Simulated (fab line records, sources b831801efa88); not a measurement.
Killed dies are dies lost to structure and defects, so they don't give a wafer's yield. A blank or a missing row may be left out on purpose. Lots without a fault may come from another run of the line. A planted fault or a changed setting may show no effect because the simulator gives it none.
fab line records | flow sky130
record lots=5 wafers=23
route steps=708 shown LOCAL_INTERCONNECT@400 METAL1@437 VIA1@458 METAL2@487 VIA2@509
start_h: hours from the record's first day to the start of the lot's first wafer shown | wait_h: hours since the lot's step before | " the same as in the row above | L1.1+2: a row that stands for several wafers | - no value, or no start given | * or withheld: withheld | < > ~ a bound
route shown NAME@n: a module of which the file shows steps, and the number in the route of the first | usual: mean/standard deviation of fault-free wafers | same: alike in all rows | chamber/n: place in a boat | sites: the reading at each site | _std_site: their standard deviation | _edge_site: outer sites' mean less inner sites' | radius_mm: how far each site lies from the wafer's centre | mask NAME#n: copy n | behind: the tool/chamber that last shaped the wafer | hold: why the lot was held/for how many hours/how that ended | device: the transistor (n, p or np) that didn't switch | end of line: the same wafers' tests at the end of the route | a step without rows: its recipe alone | killed: dies lost to structure and defects at the first sort, not the wafer's yield | map: a wafer's dies, x killed, . not, _ none there
set.NAME: the setting as run; set.NAME@STEP: as run at that earlier step | model.NAME: the simulator's own value behind a step, which no gauge read
lots whose settings were changed on purpose; a table a step, a row a wafer
## steps
# step SKY_LOCAL_INTERCONNECT_ETCH_13
# recipe chemistry=N2/H2 target=BARC ion_energy_ev=200 bias_w=100 pressure_mtorr=30 n2_flow_sccm=100 h2_flow_sccm=200 icp_w=500 stop_on=SiO2 time_s=45.9 target_depth_a=600
# usual oes_product_au=0.854/0.0048
# columns lot.wafer tool chamber start_h wait_h set.time_s oes_product_au model.KrF-thick_of_LOCAL_INTERCONNECT_COAT_06.thk_nm
L079.1 rie_metal-01 1 749.50 0.0 50.48 0.833 -
L079.2 " 0 " " 50.48 0.832 390.6
L079.3 " 1 " " 50.48 0.832 390.6
L079.4 " 0 " " 45.9 0.843 -
L079.6 " 1 " " 45.9 0.855 395.1
L080.1 rie_metal-02 0 753.26 0.0 45.9 0.853 388.3
L080.2 " 1 " " 45.9 0.861 -
L080.4 " 1 " " 52.59 0.832 381.9
L080.5 " 1 " " 52.59 0.827 382.6
L080.6 " 0 " " 52.59 0.830 -
L081.1 rie_metal-03 1 760.53 0.0 45.9 0.850 393.2
L081.2 " 0 " " 45.9 0.862 391.9
L081.3 " 1 " " 45.9 0.848 391.5
L084.2 rie_metal-01 0 803.80 0.0 45.9 0.853 390.8
L084.3 " 1 " " 45.9 0.859 393
L084.4 " 0 " " 41.04 0.913 -
L084.5 " 1 " " 41.04 0.917 397.1
L084.6 " 0 " " 41.04 0.915 -
L085.1 rie_metal-02 1 812.40 0.0 45.9 0.855 393.3
L085.2 " 0 " " 45.9 0.862 393.7
L085.3 " 0 " " 41.78 0.901 398.4
L085.5 " 1 " " 41.78 0.901 398
L085.6 " 0 " " 45.9 0.846 394.1
# step SKY_LOCAL_INTERCONNECT_METAL_ETCH_14
# recipe target_depth_nm=110 stop_on=PSG chemistry=Cl2/BCl3 target=TiN resist_sidewall_deg=88 pressure_mtorr=10 icp_w=900 bias_w=48.5 Cl2_flow_sccm=60 bcl3_flow_sccm=30 time_s=31.4
# usual oes_product_au=0.950/0.0089
# columns lot.wafer tool chamber start_h wait_h set.time_s@LOCAL_INTERCONNECT_SPUTTER_00 set.time_s@LOCAL_INTERCONNECT_ETCH_13 oes_product_au model.KrF-thick_of_LOCAL_INTERCONNECT_COAT_06.thk_nm
L079.1 rie_metal-01 1 749.56 0.0 78.4 50.48 0.913 -
L079.2 " 0 " " 83.3 50.48 0.941 347.5
L079.3 " 1 " " 83.3 50.48 0.949 348.1
L079.4 " 0 " " 78.4 45.9 0.910 -
L079.6 " 1 " " 83.3 45.9 0.952 352.8
L080.1 rie_metal-02 0 753.33 0.0 83.3 45.9 0.970 343.2
L080.2 " 1 " " 88.46 45.9 0.981 -
L080.4 " 1 " " 83.3 52.59 0.955 337.1
L080.5 " 1 " " 83.3 52.59 0.941 337.6
L080.6 " 0 " " 88.46 52.59 0.983 -
L081.1 rie_metal-03 1 760.59 0.0 83.3 45.9 0.966 348.9
L081.2 " 0 " " 83.3 45.9 0.958 347.5
L081.3 " 1 " " 83.3 45.9 0.964 347.5
L084.2 rie_metal-01 0 803.86 0.0 83.3 45.9 0.947 347.2
L084.3 " 1 " " 83.3 45.9 0.937 350.4
L084.4 " 0 " " 71.74 41.04 0.850 -
L084.5 " 1 " " 83.3 41.04 0.938 354.8
L084.6 " 0 " " 71.74 41.04 0.865 -
L085.1 rie_metal-02 1 812.46 0.0 83.3 45.9 0.958 347.7
L085.2 " 0 " " 79.53 45.9 0.921 348.4
L085.3 " 0 " " 83.3 41.78 0.954 352.6
L085.5 " 1 " " 83.3 41.78 0.948 352.8
L085.6 " 0 " " 79.53 45.9 0.927 348.7
# step SKY_LOCAL_INTERCONNECT_STRIP_15
# recipe chemistry=O2/N2 power_w=1400 pressure_mtorr=1500 platen_temp_c=withheld o2_flow_sccm=3000 n2_flow_sccm=300 overash_fraction=0.5
# usual strip_time_to_endpoint_s=4.714/0.028
# columns lot.wafer tool chamber start_h wait_h set.time_s@LOCAL_INTERCONNECT_ETCH_13 strip_time_to_endpoint_s
L079.1 plasma_asher-04 1 749.61 0.0 50.48 4.723
L079.2 " 0 " " 50.48 4.721
L079.3 " 1 " " 50.48 4.712
L079.4 " 0 " " 45.9 4.743
L079.6 " 1 " " 45.9 4.773
L080.1 plasma_asher-01 0 753.38 0.0 45.9 4.652
L080.2 " 1 " " 45.9 4.651
L080.4 " 0 " " 52.59 4.600
L080.5 " 0 " " 52.59 4.599
L080.6 " 1 " " 52.59 4.595
L081.1 plasma_asher-01 0 760.64 0.0 45.9 4.709
L081.2 " 1 " " 45.9 4.711
L081.3 " 0 " " 45.9 4.708
L084.2 plasma_asher-02 0 803.91 0.0 45.9 4.688
L084.3 " 0 " " 45.9 4.717
L084.4 " 1 " " 41.04 4.782
L084.5 " 0 " " 41.04 4.793
L084.6 " 1 " " 41.04 4.762
L085.1 plasma_asher-02 0 812.51 0.0 45.9 4.716
L085.2 " 1 " " 45.9 4.721
L085.3 " 1 " " 41.78 4.755
L085.5 " 0 " " 41.78 4.752
L085.6 " 1 " " 45.9 4.716
# step SKY_METAL1_SPUTTER_03
# recipe material=Ti target_thk_nm=5 power_w=3000 time_s=3.3 chamber_pressure_pa=0.4
# columns lot.wafer tool chamber start_h wait_h set.power_w model.Ti_of_METAL1_SPUTTER_03.thk_nm
L079.1 pvd_sputter-02 - 779.39 0.0 3000 4.908
L079.2 " - " " 3099 5.175
L079.3 " - " " 3000 4.94
L079.4 " - " " 3099 5.082
L079.6 " - " " 3000 5.006
L080.1 pvd_sputter-02 - 782.71 0.0 3000 5.102
L080.2 " - " " 3000 5.155
L080.4 " - " " 3000 5.175
L080.5 " - " " 3000 5.096
L080.6 " - " " 3000 5.078
L081.1 pvd_sputter-03 - 789.23 0.0 3000 4.894
L081.2 " - " " 3000 5.133
L081.3 " - " " 3000 4.908
L084.2 pvd_sputter-03 - 833.32 0.0 3000 4.951
L084.3 " - " " 2693 4.383
L084.4 " - " " 3000 4.696
L084.5 " - " " 2693 4.39
L084.6 " - " " 3000 4.782
L085.1 pvd_sputter-04 - 842.15 0.0 3000 4.793
L085.2 " - " " 2859 4.611
L085.3 " - " " 2859 4.627
L085.5 " - " " 3000 4.859
L085.6 " - " " 3000 4.858
# step SKY_METAL1_COAT_10
# recipe resist=KrF-thick spin_rpm=3000 resist_thk_nm=450
# columns lot.wafer tool chamber start_h wait_h set.resist_thk_nm model.KrF-thick_of_METAL1_COAT_10.thk_nm
L079.1 litho_track-01 0 - - 461 460.8
L079.2 " 0 " " 450 449.1
L079.3 " 0 " " 461 459.8
L079.4 " 0 " " 461 460.2
L079.6 " 0 " " 450 450.2
L080.1 litho_track-02 0 - - 450 448.7
L080.2 " 0 " " 450 450.4
L080.4 " 0 " " 450 449.5
L080.5 " 0 " " 450 449.1
L080.6 " 0 " " 450 451
L081.1 litho_track-01 0 - - 450 452.9
L081.2 " 0 " " 450 450.7
L081.3 " 0 " " 450 451.5
L084.2 litho_track-04 0 - - 450 448.1
L084.3+5 " 0 " " 476.4 -
L084.4 " 0 " " 476.4 472.7
L084.6 " 0 " " 450 447.2
L085.1 litho_track-04 0 - - 450 449.1
L085.2 " 0 " " 442.9 442.5
L085.3 " 0 " " 450 449.6
L085.5 " 0 " " 450 449.7
L085.6 " 0 " " 442.9 443.3
# step SKY_METAL1_DEVELOP_14
# recipe develop_time_s=60 resist=KrF-thick dev_temp_c=21
# columns lot.wafer tool chamber start_h wait_h set.develop_time_s
L079.1+2+6 litho_track-01 0 - - 55.74
L079.3+4 " 0 " " 60
L080.1+2+6 litho_track-02 0 - - 54.25
L080.4+5 " 0 " " 60
L081.1+2+3 litho_track-01 0 - - 60
L084.2+4 litho_track-04 0 - - 60
L084.3+5+6 " 0 " " 63.61
L085.1+2+3 litho_track-02 0 - - 55.37
L085.5+6 " 0 " " 60
# step SKY_METAL1_DESCUM_17
# recipe chemistry=O2 source_power_w=150 bias_power_w=0 pressure_mtorr=10 temp_c=40 time_s=8
# step SKY_METAL1_ETCH_18
# recipe chemistry=N2/H2 target=BARC ion_energy_ev=200 bias_w=100 pressure_mtorr=30 n2_flow_sccm=100 h2_flow_sccm=200 icp_w=500 stop_on=SiO2 time_s=45.9 target_depth_a=600
# step SKY_METAL1_METAL_ETCH_19
# recipe target_depth_a=3600 stop_on=SiO2 over_etch_frac=0.3 time_s=78 chemistry=Cl2/BCl3 resist_sidewall_deg=88 pressure_mtorr=10 icp_w=900 bias_w=48.5 Cl2_flow_sccm=60 bcl3_flow_sccm=30
# columns lot.wafer tool chamber start_h wait_h set.resist_thk_nm@METAL1_COAT_10 model.KrF-thick_of_METAL1_COAT_10.thk_nm
L079.1 rie_metal-03 1 805.45 0.0 461 168.6
L079.2 " 0 " " 450 154.6
L079.3 " 0 " " 461 164.4
L079.4 " 1 " " 461 169.3
L079.6 " 0 " " 450 157.2
L080.1 rie_metal-04 1 810.17 0.0 450 162.2
L080.2 " 0 " " 450 157.9
L080.4 " 0 " " 450 154.7
L080.5 " 1 " " 450 161
L080.6 " 0 " " 450 155.2
L081.1 rie_metal-03 1 815.85 0.0 450 160.5
L081.2 " 0 " " 450 158.6
L081.3 " 0 " " 450 160.4
L084.2 rie_metal-04 0 860.29 0.0 450 152.3
L084.3+5 " 0 " " 476.4 -
L084.4 " 1 " " 476.4 184.9
L084.6 " 1 " " 450 156.7
L085.1 rie_metal-03 1 868.27 0.0 450 161.6
L085.2 " 0 " " 442.9 152.4
L085.3 " 0 " " 450 160.5
L085.5 " 0 " " 450 158.2
L085.6 " 1 " " 442.9 154.5
# step SKY_METAL1_STRIP_20
# recipe chemistry=O2/N2 power_w=1400 pressure_mtorr=1500 platen_temp_c=withheld o2_flow_sccm=3000 n2_flow_sccm=300 overash_fraction=0.5
# usual strip_time_to_endpoint_s=2.67/0.058
# columns lot.wafer tool chamber start_h wait_h set.resist_thk_nm@METAL1_COAT_10 strip_time_to_endpoint_s
L079.1 plasma_asher-03 0 805.54 0.1 461 2.81
L079.2 " 1 " " 450 2.66
L079.3 " 0 " " 461 2.76
L079.4 " 1 " " 461 2.79
L079.6 " 0 " " 450 2.69
L080.1 plasma_asher-01 0 810.26 0.1 450 2.72
L080.2 " 1 " " 450 2.69
L080.4 " 1 " " 450 2.66
L080.5 " 0 " " 450 2.72
L080.6 " 1 " " 450 2.66
L081.1 plasma_asher-01 0 815.94 0.1 450 2.72
L081.2 " 1 " " 450 2.70
L081.3 " 0 " " 450 2.73
L084.2 plasma_asher-01 0 860.38 0.1 450 2.62
L084.3 " 0 " " 476.4 2.94
L084.4 " 1 " " 476.4 2.97
L084.5 " 1 " " 476.4 2.93
L084.6 " 0 " " 450 2.68
L085.1 plasma_asher-04 0 868.36 0.1 450 2.73
L085.2 " 1 " " 442.9 2.62
L085.3 " 0 " " 450 2.70
L085.5 " 1 " " 450 2.68
L085.6 " 0 " " 442.9 2.66
# step SKY_VIA1_HDPCVD_00
# recipe material=SiO2 target_thk_nm=1030 sigma_open_frac=0.3 time_s=171.7 temp_c=400 sih4_flow_sccm=60 pressure_mtorr=6
# columns lot.wafer tool chamber start_h wait_h set.time_s
L079.1+4+6 hdpcvd-01 2,0,1 806.13 0.0 171.7
L079.2+3 " 1,0 " " 185.5
L080.1+2+4+5+6 hdpcvd-02 1,2,0,1,2 810.85 0.0 171.7
L081.1+2+3 hdpcvd-01 2,1,0 816.54 0.0 171.7
L084.2+3+4+5+6 hdpcvd-02 1,0,0,2,1 861.01 0.0 171.7
L085.1+2+5 hdpcvd-01 0,1,2 868.96 0.0 171.7
L085.3+6 " 2,0 " " 149.8
# step SKY_VIA1_THK_MEAS_01
# recipe reads=SiO2_of_VIA1_HDPCVD_00
# usual VIA1_HDPCVD_THK=1034/13
# columns lot.wafer tool chamber start_h wait_h set.time_s@VIA1_HDPCVD_00 VIA1_HDPCVD_THK[nm]
L079.1 film_metro-01 - 806.24 0.1 171.7 1022
L079.2 " - " " 185.5 1108
L079.3 " - " " 185.5 1098
L079.4 " - " " 171.7 1001
L079.6 " - " " 171.7 1043
L080.1 film_metro-02 - 810.97 0.1 171.7 1037
L080.2 " - " " 171.7 1042
L080.4 " - " " 171.7 1028
L080.5 " - " " 171.7 1043
L080.6 " - " " 171.7 1043
L081.1 film_metro-04 - 816.65 0.1 171.7 1040
L081.2 " - " " 171.7 1043
L081.3 " - " " 171.7 1032
L084.2 film_metro-02 - 861.13 0.1 171.7 1044
L084.3 " - " " 171.7 1036
L084.4 " - " " 171.7 1018
L084.5 " - " " 171.7 1030
L084.6 " - " " 171.7 1037
L085.1 film_metro-01 - 869.07 0.1 171.7 1026
L085.2 " - " " 171.7 1056
L085.3 " - " " 149.8 917
L085.5 " - " " 171.7 1045
L085.6 " - " " 149.8 895
# step SKY_VIA1_SPUTTER_20
# recipe material=TiN target_thk_nm=20 chamber_pressure_pa=5 power_w=4000 time_s=80
# columns lot.wafer tool chamber start_h wait_h set.chamber_pressure_pa model.TiN_of_VIA1_SPUTTER_20.thk_nm
L079.1 pvd_sputter-04 - 833.99 0.0 5 19.6
L079.2 " - " " 5 19.51
L079.3 " - " " 5 19.49
L079.4 " - " " 5 20.14
L079.6 " - " " 5 19.68
L080.1 pvd_sputter-04 - 838.55 0.0 5.343 19.22
L080.2 " - " " 5.343 18.69
L080.4 " - " " 5.343 18.77
L080.5 " - " " 5.343 19.24
L080.6 " - " " 5.343 18.9
L081.1 pvd_sputter-04 - 844.35 0.0 5 20.13
L081.2 " - " " 5 19.74
L081.3 " - " " 5 19.76
L084.2 pvd_sputter-01 - 888.23 0.0 5 19.89
L084.3 " - " " 5 20.01
L084.4 " - " " 5 19.99
L084.5 " - " " 5 19.95
L084.6 " - " " 5 19.6
L085.1 pvd_sputter-03 - 896.62 0.0 5.663 17.94
L085.2 " - " " 5.663 17.75
L085.3 " - " " 5.663 18.1
L085.5 " - " " 5.663 17.74
L085.6 " - " " 5.663 18.08
# step SKY_METAL2_SPUTTER_04
# recipe material=TiN target_thk_nm=70 power_w=6500 time_s=58.3 chamber_pressure_pa=0.4
# columns lot.wafer tool chamber start_h wait_h set.time_s model.TiN_of_METAL2_SPUTTER_04.thk_nm
L079.1 pvd_sputter-02 - 834.71 0.0 58.3 68.75
L079.2 " - " " 61.72 74.13
L079.3 " - " " 61.72 73.56
L079.4 " - " " 58.3 68.82
L079.6 " - " " 61.72 72.5
L080.1 pvd_sputter-03 - 839.27 0.0 58.3 68.31
L080.2 " - " " 58.3 70.79
L080.4 " - " " 58.3 70.08
L080.5 " - " " 58.3 70.5
L080.6 " - " " 58.3 68.96
L081.1 pvd_sputter-02 - 845.08 0.0 58.3 70.73
L081.2 " - " " 58.3 69.68
L081.3 " - " " 58.3 71.79
L084.2 pvd_sputter-02 - 888.95 0.0 58.3 69.7
L084.3 " - " " 58.3 70.32
L084.4 " - " " 58.3 70.28
L084.5 " - " " 58.3 68.49
L084.6 " - " " 58.3 69.48
L085.1 pvd_sputter-01 - 897.44 0.0 58.3 71.49
L085.2 " - " " 53 65.53
L085.3 " - " " 53 65.73
L085.5 " - " " 58.3 72.17
L085.6 " - " " 53 65.7
# step SKY_VIA2_CMP_02
# recipe material=SiO2 down_force_psi=4 platen_rpm=60 pad_velocity_m_s=0.94248
# columns lot.wafer tool chamber start_h wait_h set.leave_above_ref_nm model.SiO2_of_VIA2_HDPCVD_00.thk_nm
L079.4 cmp-02 0 862.04 0.0 479.2 479.1
L079.3 " 1 " " 495 495.1
L079.1 " 2 " " 495 495.2
L079.2 " 3 " " 495 495.8
L079.6 " 1 " " 479.2 480.4
L080.1+5 cmp-02 2 866.13 0.1 513 512.3
L080.2 " 3 " " 495 494.3
L080.4 " 0 " " 495 492.5
L080.6 " 3 " " 513 513.9
L081.1 cmp-02 2 873.10 0.1 495 494.6
L081.2 " 3 " " 495 495.4
L081.3 " 0 " " 495 494.2
L084.3 cmp-02 1 914.92 0.1 485.5 484.8
L084.2 " 2 " " 495 492
L084.4 " 3 " " 485.5 483
L084.6 " 0 " " 495 492.5
L084.5 " 1 " " 495 493.7
L085.3 cmp-01 3 923.72 0.0 495 493.7
L085.2 " 0 " " 495 495.6
L085.1 " 1 " " 495 494.4
L085.5 " 3 " " 495 493.2
L085.6 " 0 " " 495 496
# step SKY_VIA2_ETCH_14
# recipe chemistry=N2/H2 target=BARC ion_energy_ev=200 source_w=500 bias_w=100 pressure_mtorr=30 n2_flow_sccm=100 h2_flow_sccm=200 stop_on=SiO2 time_s=45.9 target_depth_a=600
# columns lot.wafer tool chamber start_h wait_h set.source_w
L079.1+4+6 rie_diel-03 0,2,3 888.53 0.0 455.5
L079.2+3 " 3,1 " " 500
L080.1+2+4+5+6 rie_diel-02 0,1,0,3,1 892.60 0.0 500
L081.1+2+3 rie_diel-03 3,2,1 899.75 0.0 500
L084.2+4+5 rie_diel-03 1,0,2 939.80 0.0 500
L084.3+6 " 3,1 " " 526
L085.1+2+3+5+6 rie_diel-03 0,3,2,1,2 948.59 0.0 500
# step SKY_VIA2_ETCH_15
# recipe target=SiO2 chemistry=C4F8/O2/Ar target_depth_nm=546 stop_on=TiN mask_material=KrF-thick source_w=1500 bias_w=1200 pressure_mtorr=40 c4f8_flow_sccm=withheld O2_flow_sccm=6 Ar_flow_sccm=300 time_s=84
# usual oes_product_au=0.939/0.0044
# columns lot.wafer tool chamber start_h wait_h set.leave_above_ref_nm@VIA2_CMP_02 oes_product_au model.VIA2.feature_depth_nm
L079.1 rie_diel-03 0 888.58 0.0 495 0.947 495.2
L079.2 " 3 " " 495 0.940 495.8
L079.3 " 1 " " 495 0.941 495.1
L079.4 " 2 " " 479.2 0.914 479.1
L079.6 " 3 " " 479.2 0.924 480.4
L080.1 rie_diel-02 0 892.64 0.0 513 0.955 512.3
L080.2 " 1 " " 495 0.937 494.3
L080.4 " 0 " " 495 0.938 492.5
L080.5 " 3 " " 513 0.963 512.3
L080.6 " 1 " " 513 0.964 513.9
L081.1 rie_diel-03 3 899.79 0.0 495 0.938 494.6
L081.2 " 2 " " 495 0.938 495.4
L081.3 " 1 " " 495 0.935 494.2
L084.2 rie_diel-03 1 939.84 0.0 495 0.940 492
L084.3 " 3 " " 485.5 0.932 484.7
L084.4 " 0 " " 485.5 0.926 483
L084.5 " 2 " " 495 0.937 493.7
L084.6 " 1 " " 495 0.936 492.4
L085.1 rie_diel-03 0 948.63 0.0 495 0.930 494.4
L085.2 " 3 " " 495 0.941 495.6
L085.3 " 2 " " 495 0.939 493.7
L085.5 " 1 " " 495 0.939 493.2
L085.6 " 2 " " 495 0.942 496
# step SKY_VIA2_CMP_24
# recipe stop_on=SiO2 t_overpolish_s=20 down_force_psi=3.5 platen_rpm=60 target_thk_nm=0 pad_velocity_m_s=0.94248
# usual overpolish_run_s=20.000/0.0087
# columns lot.wafer tool chamber start_h wait_h set.t_overpolish_s set.leave_above_ref_nm@VIA2_CMP_02 overpolish_run_s model.SiO2_of_VIA2_HDPCVD_00.thk_nm
L079.2 cmp-01 2 889.60 0.0 20 495 19.998 491.4
L079.4 " 3 " " 20 479.2 19.999 474.7
L079.3 " 0 " " 18.24 495 18.233 491.1
L079.1 " 1 " " 18.24 495 18.231 491.2
L079.6 " 3 " " 20 479.2 20.003 476
L080.2 cmp-01 0 893.72 0.1 20 495 20.005 489.9
L080.4 " 1 " " 20 495 20.001 488.1
L080.1 " 2 " " 20 513 19.977 507.9
L080.5 " 3 " " 15.73 513 15.734 508.9
L080.6 " 0 " " 15.73 513 15.744 510.5
L081.3 cmp-01 1 900.82 0.0 20 495 20.002 489.8
L081.2 " 2 " " 20 495 19.998 491
L081.1 " 3 " " 20 495 19.994 490.2
L084.4 cmp-01 3 940.92 0.1 22 485.5 21.998 478.2
L084.2 " 0 " " 22 495 22.010 487.2
L084.3 " 1 " " 22 485.5 22.016 479.8
L084.6 " 2 " " 20 495 20.001 488
L084.5 " 3 " " 20 495 19.998 489.3
L085.1 cmp-01 2 949.70 0.1 23.49 495 23.493 489.3
L085.2 " 3 " " 20 495 19.996 491.2
L085.3 " 0 " " 20 495 19.997 489.4
L085.6 " 1 " " 23.49 495 23.486 490.8
L085.5 " 2 " " 23.49 495 23.492 488.1
## key
split step=SKY_LOCAL_INTERCONNECT_ETCH_13 setting=time_s stated=45.9 by=wafer
response step=SKY_LOCAL_INTERCONNECT_ETCH_13 reading=oes_product_au change=-0.00319 per=1% r=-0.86
response step=SKY_LOCAL_INTERCONNECT_ETCH_13 reading=model.KrF-thick_of_LOCAL_INTERCONNECT_COAT_06.thk_nm change=-0.46 per=1% r=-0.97
response step=SKY_LOCAL_INTERCONNECT_METAL_ETCH_14 reading=model.KrF-thick_of_LOCAL_INTERCONNECT_COAT_06.thk_nm change=-0.474 per=1% r=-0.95
response step=SKY_LOCAL_INTERCONNECT_STRIP_15 reading=strip_time_to_endpoint_s change=* per=1% r=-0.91
split step=SKY_METAL1_SPUTTER_03 setting=power_w stated=3000 by=wafer
response step=SKY_METAL1_SPUTTER_03 reading=model.Ti_of_METAL1_SPUTTER_03.thk_nm change=+0.0431 per=1% r=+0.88
split step=SKY_METAL1_COAT_10 setting=resist_thk_nm stated=450 by=wafer
response step=SKY_METAL1_COAT_10 reading=model.KrF-thick_of_METAL1_COAT_10.thk_nm change=+4.28 per=1% r=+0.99
response step=SKY_METAL1_METAL_ETCH_19 reading=model.KrF-thick_of_METAL1_COAT_10.thk_nm change=+4.99 per=1% r=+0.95
response step=SKY_METAL1_STRIP_20 reading=strip_time_to_endpoint_s change=* per=1% r=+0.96
split step=SKY_METAL1_DEVELOP_14 setting=develop_time_s stated=60 by=wafer
response none clear
split step=SKY_VIA1_HDPCVD_00 setting=time_s stated=171.7 by=wafer
response step=SKY_VIA1_THK_MEAS_01 reading=VIA1_HDPCVD_THK change=+10.5 per=1% r=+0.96
split step=SKY_VIA1_SPUTTER_20 setting=chamber_pressure_pa stated=5 by=lot
response step=SKY_VIA1_SPUTTER_20 reading=model.TiN_of_VIA1_SPUTTER_20.thk_nm change=-0.14 per=1% r=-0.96
split step=SKY_METAL2_SPUTTER_04 setting=time_s stated=58.3 by=wafer
response step=SKY_METAL2_SPUTTER_04 reading=model.TiN_of_METAL2_SPUTTER_04.thk_nm change=+0.711 per=1% r=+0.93
split step=SKY_VIA2_CMP_02 setting=leave_above_ref_nm stated=495 by=wafer
response step=SKY_VIA2_CMP_02 reading=model.SiO2_of_VIA2_HDPCVD_00.thk_nm change=+5.07 per=1% r=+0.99
response step=SKY_VIA2_ETCH_15 reading=oes_product_au change=+0.00656 per=1% r=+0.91
response step=SKY_VIA2_ETCH_15 reading=model.VIA2.feature_depth_nm change=+5.07 per=1% r=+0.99
response step=SKY_VIA2_CMP_24 reading=model.SiO2_of_VIA2_HDPCVD_00.thk_nm change=+5.21 per=1% r=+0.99
split step=SKY_VIA2_ETCH_14 setting=source_w stated=500 by=wafer
response none clear
split step=SKY_VIA2_CMP_24 setting=t_overpolish_s stated=20 by=wafer
response step=SKY_VIA2_CMP_24 reading=overpolish_run_s change=+0.2 per=1% r=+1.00
split outside_this_file step=SKY_LOCAL_INTERCONNECT_SPUTTER_00 setting=time_s
# split outside_this_file: this setting was split too, and the file shows its column; the key of that split is in another file
